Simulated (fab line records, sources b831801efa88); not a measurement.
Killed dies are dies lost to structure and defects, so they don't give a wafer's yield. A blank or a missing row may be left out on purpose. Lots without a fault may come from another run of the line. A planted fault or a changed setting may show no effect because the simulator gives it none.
fab line records | flow sky130
record lots=5 wafers=15 last_day=50
route steps=708 shown GATE_OXIDE@196 POLY_GATE@204 RES_PROTECT@206
lots that met no fault: from a run of the same line without faults
start_h: hours from the record's first day to the start of the lot's first wafer shown | wait_h: hours since the lot's step before | " the same as in the row above | L1.1+2: a row that stands for several wafers | - no value, or no start given | * or withheld: withheld | < > ~ a bound
route shown NAME@n: a module of which the file shows steps, and the number in the route of the first | usual: mean/standard deviation of fault-free wafers | same: alike in all rows | chamber/n: place in a boat | sites: the reading at each site | _std_site: their standard deviation | _edge_site: outer sites' mean less inner sites' | radius_mm: how far each site lies from the wafer's centre | mask NAME#n: copy n | behind: the tool/chamber that last shaped the wafer | hold: why the lot was held/for how many hours/how that ended | device: the transistor (n, p or np) that didn't switch | end of line: the same wafers' tests at the end of the route | a step without rows: its recipe alone | killed: dies lost to structure and defects at the first sort, not the wafer's yield | map: a wafer's dies, x killed, . not, _ none there
set.NAME: the setting as run; set.NAME@STEP: as run at that earlier step | model.NAME: the simulator's own value behind a step, which no gauge read
lots at some steps of the route; a table a step, a row a wafer
services: from which hour (start_h, from the record's first day; less than 0 if before it) a tool's chamber was out of use, for how many hours, and why
## steps
# step SKY_GATE_OXIDE_DEVELOP_09
# recipe resist=NOVOLAK developer=TMAH develop_time_s=60 dev_temp_c=23
# usual exhaust_pa=45.0/0.86
# columns lot.wafer tool chamber start_h wait_h exhaust_pa
L077.2 litho_track-01 0 329.38 0.1 45.7
L077.3 " 0 " " 45.7
L077.6 " 0 " " 45.8
L089.1 litho_track-03 0 439.69 0.1 45.1
L089.5 " 0 " " 45.2
L089.6 " 0 " " 44.2
L091.1 litho_track-01 0 452.85 0.1 45.0
L091.4 " 0 " " 45.7
L091.5 " 0 " " 47.1
L093.1 litho_track-01 0 472.85 0.1 44.1
L093.3 " 0 " " 45.4
L093.4 " 0 " " 45.1
L096.3 litho_track-03 0 490.49 0.1 43.8
L096.5 " 0 " " 44.5
L096.6 " 0 " " 45.3
# step SKY_GATE_OXIDE_OVL_MEAS_10
# usual GATE_OXIDE_OVL=-1.1/1.3
# columns lot.wafer tool chamber start_h wait_h GATE_OXIDE_OVL[nm]
L077.2 overlay-01 - 329.51 0.1 -2.1
L077.3 " - " " -1.3
L077.6 " - " " -1.7
L089.1 overlay-02 - 439.84 0.1 0.4
L089.5 " - " " 1.7
L089.6 " - " " 1.4
L091.1 overlay-02 - 453.00 0.1 -1.0
L091.4 " - " " -1.3
L091.5 " - " " -2.4
L093.1 overlay-02 - 473.00 0.1 2.4
L093.3 " - " " -1.1
L093.4 " - " " 0.3
L096.3 overlay-02 - 490.60 0.1 -0.6
L096.5 " - " " 1.1
L096.6 " - " " -0.2
# step SKY_GATE_OXIDE_IMPLANT_11
# recipe species=B energy_kev=10 dose_cm2=2.6e+12 tilt_deg=withheld
# columns lot.wafer tool chamber start_h wait_h
L077.2+3+6 implanter-04 0 329.57 0.0
L089.1+5+6 implanter-02 0 439.88 0.0
L091.1+4+5 implanter-04 0 453.04 0.0
L093.1+3+4 implanter-04 0 473.04 0.0
L096.3+5+6 implanter-02 0 490.67 0.1
# step SKY_GATE_OXIDE_WET_ETCH_12
# recipe chemistry=dHF target_depth_nm=16.8 dry=n2_spin target=SiO2 dilution=100:1 temp_c=25 time_s=336
# usual temp_c=25.01/0.11
# columns lot.wafer tool chamber start_h wait_h temp_c
L077.2 wet_bench-02 0 329.69 0.1 25.04
L077.3 " 0 " " 24.84
L077.6 " 0 " " 25.06
L089.1 wet_bench-02 2 440.03 0.1 25.14
L089.5 " 2 " " 25.06
L089.6 " 2 " " 25.25
L091.1 wet_bench-02 3 453.19 0.1 24.92
L091.4 " 3 " " 24.93
L091.5 " 3 " " 24.80
L093.1 wet_bench-04 2 473.19 0.1 25.03
L093.3 " 2 " " 25.14
L093.4 " 2 " " 25.24
L096.3 wet_bench-04 0 490.77 0.1 24.78
L096.5 " 0 " " 24.97
L096.6 " 0 " " 24.86
# step SKY_GATE_OXIDE_STRIP_13
# recipe chemistry=O2/N2 power_w=1400 pressure_mtorr=1500 platen_temp_c=withheld o2_flow_sccm=3000 n2_flow_sccm=300 overash_fraction=0.5
# usual drypump_motor_current_A=5.6/0.34 oes_product_au=0.716/0.0043 strip_time_to_endpoint_s=14.18/0.051
# same overash_fraction=0.5
# columns lot.wafer tool chamber start_h wait_h drypump_motor_current_A oes_product_au rf_hours_counter_h strip_time_to_endpoint_s
L077.2 plasma_asher-02 0 329.89 0.0 6.1 0.717 63 14.19
L077.3 " 0 " " 6.1 0.715 - 14.20
L077.6 " 0 " " 6.0 0.713 - 14.17
L089.1 plasma_asher-03 0 440.13 0.0 5.4 0.720 61 14.22
L089.5 " 0 " " 5.4 0.711 - 14.23
L089.6 " 1 " " 5.2 0.712 - 14.23
L091.1 plasma_asher-01 1 453.29 0.0 5.8 0.715 2 14.24
L091.4 " 0 " " 5.3 0.712 - 14.22
L091.5 " 1 " " 5.8 0.721 - 14.28
L093.1 plasma_asher-03 0 473.29 0.0 5.4 0.715 65 14.15
L093.3 " 1 " " 5.2 0.718 - 14.20
L093.4 " 0 " " 5.4 0.721 - 14.16
L096.3 plasma_asher-02 0 490.91 0.0 6.1 0.711 - 14.12
L096.5 " 0 " " 6.1 0.721 - 14.12
L096.6 " 1 " " 5.4 0.719 - 14.10
# step SKY_GATE_OXIDE_TW_MEAS_14
# usual GATE_OXIDE_TW=224.4/1.4
# columns lot.wafer tool chamber start_h wait_h GATE_OXIDE_TW
L077.2 film_metro-01 - 330.00 0.1 225.3
L077.3 " - " " 224.9
L077.6 " - " " 225.5
L089.1 film_metro-01 - 440.23 0.1 225.0
L089.5 " - " " 225.4
L089.6 " - " " 225.3
L091.1 film_metro-01 - 453.39 0.1 226.6
L091.4 " - " " 227.3
L091.5 " - " " 225.5
L093.1 film_metro-04 - 473.39 0.1 224.6
L093.3 " - " " 224.8
L093.4 " - " " 224.8
L096.3 film_metro-04 - 491.00 0.1 223.7
L096.5 " - " " 223.2
L096.6 " - " " 222.6
# step SKY_GATE_OXIDE_CLEAN_15
# recipe chemistry=SC1/SC2 mix=1:4:20 temp_c=70 time_s=150 dry=n2_spin
# usual temp_c=69.99/0.11
# columns lot.wafer tool chamber start_h wait_h temp_c
L077.2 wet_bench-04 2 330.05 0.0 70.01
L077.3 " 2 " " 70.12
L077.6 " 2 " " 70.13
L089.1 wet_bench-03 2 440.29 0.1 69.87
L089.5 " 2 " " 70.02
L089.6 " 2 " " 69.88
L091.1 wet_bench-04 3 453.45 0.1 70.02
L091.4 " 3 " " 70.14
L091.5 " 3 " " 70.12
L093.1 wet_bench-02 2 473.45 0.1 69.77
L093.3 " 2 " " 69.96
L093.4 " 2 " " 70.01
L096.3 wet_bench-03 0 491.04 0.0 69.86
L096.5 " 0 " " 69.85
L096.6 " 0 " " 70.05
# step SKY_GATE_OXIDE_OXIDATION_16
# recipe temp_c=800 ambient=O2 idle_temp_c=700 ramp_up_c_per_min=10 ramp_down_c_per_min=3 stabilise_s=600 purge_s=300 target_thk_a=35.7 ox_time_s=1915
# usual spike_tc_bottom_C=816.5/1.2 spike_tc_lower_C=800.7/1.4 zone_power_centre_pct=12.1/0.38 zone_power_lower_pct=14.7/0.86
# same ox_time_s=1915
# columns lot.wafer tool chamber start_h wait_h spike_tc_bottom_C spike_tc_lower_C zone_power_centre_pct zone_power_lower_pct
L077.2 furnace-01 0 331.11 1.0 814.9 799.4 12.4 15.2
L077.3 " 0 " " 815.5 801.4 12.4 15.7
L077.6 " 0 " " 816.6 800.9 12.7 15.5
L089.1 furnace-01 0 440.34 0.0 816.0 800.4 12.2 15.4
L089.5 " 0 " " 817.1 801.0 12.7 15.6
L089.6 " 0 " " 818.1 800.1 12.3 15.7
L091.1 furnace-02 0 453.85 0.3 815.7 799.6 11.6 13.7
L091.4 " 0 " " 815.6 801.2 11.9 13.6
L091.5 " 0 " " 818.4 802.0 11.8 13.7
L093.1 furnace-02 0 473.50 0.0 816.7 802.4 11.9 13.8
L093.3 " 0 " " 815.7 801.8 11.9 13.9
L093.4 " 0 " " 816.0 800.7 11.6 13.6
L096.3 furnace-01 0 491.14 0.0 818.7 798.1 12.5 15.6
L096.5 " 0 " " 816.6 800.7 12.6 15.0
L096.6 " 0 " " 815.7 799.6 12.5 15.2
# step SKY_POLY_GATE_CVD_00
# recipe material=poly-Si target_thk_nm=180 temp_c=620 time_s=720 pressure_mtorr=200
# usual spike_tc_bottom_C=638.7/1.4 spike_tc_lower_C=620.2/1.9 susceptor_temp_C=620.03/0.27 zone_power_centre_pct=8.9/0.42 zone_power_lower_pct=8.3/0.47
# columns lot.wafer tool chamber start_h wait_h spike_tc_bottom_C spike_tc_lower_C susceptor_temp_C zone_power_centre_pct zone_power_lower_pct
L077.2 lpcvd-01 1 332.64 0.0 638.2 618.1 619.97 9.4 8.8
L077.3 " 1 " " 640.5 618.4 619.96 9.6 8.8
L077.6 " 1 " " 639.9 617.9 619.86 9.5 9.0
L089.1 lpcvd-01 0 441.87 0.0 637.8 622.1 619.99 8.5 7.9
L089.5 " 0 " " 636.8 619.6 619.52 8.5 7.9
L089.6 " 0 " " 639.5 621.4 619.86 8.7 8.0
L091.1 lpcvd-01 1 455.77 0.4 639.9 617.6 619.82 9.5 8.8
L091.4 " 1 " " 641.9 618.9 619.68 9.4 8.8
L091.5 " 1 " " 640.5 619.3 619.60 9.4 9.1
L093.1 lpcvd-01 0 475.04 0.0 636.7 621.9 619.57 8.6 8.0
L093.3 " 0 " " 638.4 620.5 619.70 8.5 8.0
L093.4 " 0 " " 638.3 621.7 620.09 8.5 8.0
L096.3 lpcvd-01 1 492.67 0.0 638.8 616.7 620.10 9.5 8.9
L096.5 " 1 " " 639.5 618.8 620.11 9.5 8.8
L096.6 " 1 " " 639.8 616.1 619.87 9.5 9.0
# step SKY_POLY_GATE_THK_MEAS_01
# recipe reads=poly-Si_of_POLY_GATE_CVD_00
# usual POLY_GATE_CVD_00_THK=180.2/1.6
# columns lot.wafer tool chamber start_h wait_h POLY_GATE_CVD_00_THK[nm]
L077.2 film_metro-04 - 333.85 0.0 178.2
L077.3 " - " " 178.3
L077.6 " - " " 178.9
L089.1 film_metro-02 - 443.07 0.0 183.0
L089.5 " - " " 181.3
L089.6 " - " " 181.5
L091.1 film_metro-02 - 456.97 0.0 179.2
L091.4 " - " " 180.8
L091.5 " - " " 179.3
L093.1 film_metro-03 - 476.24 0.0 181.8
L093.3 " - " " 180.1
L093.4 " - " " 180.0
L096.3 film_metro-03 - 493.89 0.0 183.4
L096.5 " - " " 183.0
L096.6 " - " " 182.2
# step SKY_RES_PROTECT_DEHYDRATE_00
# recipe temp_c=200 time_s=60
# usual exhaust_pa=45.2/0.98
# columns lot.wafer tool chamber start_h wait_h exhaust_pa
L077.2 litho_track-04 0 346.65 12.8 46.9
L077.3 " 0 " " 46.1
L077.6 " 0 " " 46.5
L089.1 litho_track-04 0 458.03 14.9 46.0
L089.5 " 0 " " 45.4
L089.6 " 0 " " 45.5
L091.1 litho_track-02 0 471.16 14.2 44.6
L091.4 " 0 " " 45.3
L091.5 " 0 " " 43.5
L093.1 litho_track-04 0 491.83 15.6 42.1
L093.3 " 0 " " 45.1
L093.4 " 0 " " 42.8
L096.3 litho_track-04 0 508.43 14.5 44.9
L096.5 " 0 " " 46.9
L096.6 " 0 " " 46.4
# step SKY_RES_PROTECT_HMDS_01
# recipe prime_time_s=60 prime_temp_c=120
# usual exhaust_pa=45.0/0.88 prime_temp_c=120.00/0.13
# columns lot.wafer tool chamber start_h wait_h exhaust_pa prime_temp_c
L077.2 litho_track-04 0 346.80 0.1 45.6 119.91
L077.3 " 0 " " 44.4 119.92
L077.6 " 0 " " 43.6 119.79
L089.1 litho_track-04 0 458.18 0.1 45.4 119.98
L089.5 " 0 " " 45.2 119.99
L089.6 " 0 " " 44.5 119.87
L091.1 litho_track-02 0 471.31 0.1 44.6 120.05
L091.4 " 0 " " 44.1 120.00
L091.5 " 0 " " 44.4 120.07
L093.1 litho_track-04 0 491.98 0.1 45.5 119.95
L093.3 " 0 " " 45.2 119.99
L093.4 " 0 " " 44.5 119.94
L096.3 litho_track-04 0 508.58 0.1 44.9 120.16
L096.5 " 0 " " 45.4 119.98
L096.6 " 0 " " 44.7 119.96
# step SKY_RES_PROTECT_COAT_02
# recipe resist=NOVOLAK spin_rpm=3000 resist_thk_nm=1140
# usual exhaust_pa=44.9/0.92
# columns lot.wafer tool chamber start_h wait_h exhaust_pa
L077.2 litho_track-04 0 346.95 0.1 44.3
L077.3 " 0 " " 44.4
L077.6 " 0 " " 44.4
L089.1 litho_track-04 0 458.33 0.1 44.3
L089.5 " 0 " " 44.9
L089.6 " 0 " " 44.8
L091.1 litho_track-02 0 471.46 0.1 46.1
L091.4 " 0 " " 44.8
L091.5 " 0 " " 45.3
L093.1 litho_track-04 0 492.13 0.1 46.9
L093.3 " 0 " " 44.2
L093.4 " 0 " " 43.7
L096.3 litho_track-04 0 508.73 0.1 45.0
L096.5 " 0 " " 45.4
L096.6 " 0 " " 46.5
# step SKY_RES_PROTECT_SOFTBAKE_03
# recipe temp_c=90 time_s=60 resist=NOVOLAK
# usual exhaust_pa=45.0/0.81
# columns lot.wafer tool chamber start_h wait_h exhaust_pa
L077.2 litho_track-04 0 347.10 0.1 44.4
L077.3 " 0 " " 45.4
L077.6 " 0 " " 44.8
L089.1 litho_track-04 0 458.48 0.1 45.5
L089.5 " 0 " " 45.7
L089.6 " 0 " " 45.6
L091.1 litho_track-02 0 471.61 0.1 44.0
L091.4 " 0 " " 42.9
L091.5 " 0 " " 44.3
L093.1 litho_track-04 0 492.28 0.1 44.7
L093.3 " 0 " " 44.9
L093.4 " 0 " " 46.1
L096.3 litho_track-04 0 508.88 0.1 45.0
L096.5 " 0 " " 45.2
L096.6 " 0 " " 46.0
# step SKY_RES_PROTECT_EXPOSE_04
# recipe mask_id=RPM na=0.6 source_shape=conventional sigma_outer=0.6 polarization=unpolarized target_cd_nm=1270 dose_mj=131
# columns lot.wafer tool chamber start_h wait_h mask
L077.2+3+6 iline_stepper-02 0 - - RPM#0
L089.1+5+6 iline_stepper-01 0 - - RPM#0
L091.1+4+5 iline_stepper-01 0 - - RPM#0
L093.1+3+4 iline_stepper-02 0 - - RPM#0
L096.3+5+6 iline_stepper-01 0 - - RPM#0
# step SKY_RES_PROTECT_PEB_05
# recipe temp_c=withheld time_s=* resist=NOVOLAK
# usual exhaust_pa=45.0/0.95
# columns lot.wafer tool chamber start_h wait_h exhaust_pa
L077.2 litho_track-04 0 - - 44.4
L077.3 " 0 " " 43.7
L077.6 " 0 " " 44.0
L089.1 litho_track-04 0 - - 45.3
L089.5 " 0 " " 45.4
L089.6 " 0 " " 45.7
L091.1 litho_track-03 0 - - 44.8
L091.4 " 0 " " 46.4
L091.5 " 0 " " 45.6
L093.1 litho_track-02 0 - - 44.8
L093.3 " 0 " " 45.9
L093.4 " 0 " " 46.1
L096.3 litho_track-04 0 - - 45.9
L096.5 " 0 " " 46.3
L096.6 " 0 " " 46.4
## services
# columns tool chamber start_h hours kind
iline_stepper-01 - 310.51 1.7 pm
furnace-02 - 327.69 3.2 pm
plasma_asher-02 - 338.54 4.0 pm
plasma_asher-03 - 344.35 4.4 repair
plasma_asher-02 - 350.29 2.8 pm
iline_stepper-01 - 354.18 4.1 repair
lpcvd-01 - 379.62 4.3 pm
implanter-04 - 388.29 2.7 repair
furnace-01 - 394.22 3.9 pm
implanter-02 - 408.79 8.7 repair
plasma_asher-03 - 410.43 0.5 repair
wet_bench-02 - 421.18 1.9 pm
wet_bench-03 - 422.14 3.7 repair
iline_stepper-02 - 423.85 1.7 pm
implanter-02 - 426.00 6.0 pm
iline_stepper-02 - 460.33 6.7 repair
implanter-02 - 464.06 18.3 repair
wet_bench-03 - 472.94 2.1 repair
implanter-04 - 477.51 4.8 pm
iline_stepper-02 - 481.65 4.4 pm
furnace-02 - 483.12 3.2 pm
furnace-02 - 493.80 19.4 repair
implanter-02 - 496.23 1.7 repair
implanter-02 - 499.55 3.0 repair
## key
fault none
